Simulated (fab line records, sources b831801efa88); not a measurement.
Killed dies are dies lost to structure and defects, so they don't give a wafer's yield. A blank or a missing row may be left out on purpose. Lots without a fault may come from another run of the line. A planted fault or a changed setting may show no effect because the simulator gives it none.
Problem report in the 8D (eight disciplines) form, filled by code | flow sky130 | the parts of the form that need people (team, actions taken, sign-off) are left out

1. THE PROBLEM
plate_temp_C at SKY_CONTACT_SOFTBAKE_10 reads a mean of 102.04 C on 6 wafers of 2 lots; wafers without a fault read 100.01 C with a standard deviation of 0.12. That is +17 standard deviations from the usual mean.
The step: time 90 s.
First seen on wafer L465.1, day 37 05:00, on litho_track-04. The record holds 39 wafers of 13 lots with a number at this step. Rule for "out", or "out of limits": more than 4 standard deviations from the usual mean. The other wafers with a number count as sound.

2. WHAT IT IS AND WHAT IT IS NOT
question                    | is                                 | is not
which readings at this step | plate_temp_C, heater_power_total_W | -
which lots                  | L464, L465                         | L446, L447, L448, L449, L450, L453, L454, L456, L459, L466, L467
which wafers of those lots  | all that have a number             | -
read on which tools         | litho_track-04                     | litho_track-02, litho_track-03
when                        | from day 37 05:00                  | up to then (27 sound wafers); but 6 sound wafers of L466, L467 came after

3. SUSPECTS, AND WHAT RULES EACH OUT
Counting: a tool at a process step up to the reading stays a suspect if it ran every lot that is out and no sound lot after the first of them.
- rie_diel-04 at SKY_SPACER_ETCHBACK_02 (etches Si3N4 in CH3F/O2, stops on SiO2, time 46.7 s, target depth 45 nm): kept. It ran every lot that is out, first L465 (day 29 19:09), and no sound lot after that; its last sound lot up to then is L454 (day 26 09:08).
- litho_track-04 at SKY_CONTACT_SOFTBAKE_10 (time 90 s): kept. It ran every lot that is out, first L465 (day 37 05:00), and no sound lot after that; its last sound lot up to then is L456 (day 34 17:00). Its own readings are out on those wafers: heater_power_total_W, plate_temp_C.
Left after counting: rie_diel-04 at SKY_SPACER_ETCHBACK_02, litho_track-04 at SKY_CONTACT_SOFTBAKE_10.

4. THE CAUSE (what the simulator had put in)
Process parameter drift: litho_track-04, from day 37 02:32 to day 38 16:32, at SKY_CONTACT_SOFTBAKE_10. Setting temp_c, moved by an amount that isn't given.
Counting left 2 suspects, and this tool is among them.

5. THE CHAIN OF EFFECTS, in route order
Each row: a reading whose mean over the struck wafers that have a number lies more than 3 standard deviations from the usual. Only readings for which the record gives a usual standard deviation are gone through. hours: the time from each lot's start at the first step in this table that gives one to its start at this step, as a median over the lots. sigmas: the change in usual standard deviations.
hours | step                    | reading              | usual    | on struck wafers | change | sigmas
0     | SKY_CONTACT_SOFTBAKE_10 | heater_power_total_W | 57.36 W  | 58.96            | +1.60  | +13
0     | SKY_CONTACT_SOFTBAKE_10 | plate_temp_C         | 100.01 C | 102.04           | +2.03  | +17
The process steps in it:
- SKY_CONTACT_SOFTBAKE_10: time 90 s.

6. WHAT WOULD HAVE CAUGHT IT SOONER
In this record the first reading out of limits was taken at day 37 05:00, 2 hours after the fault began at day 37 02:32.
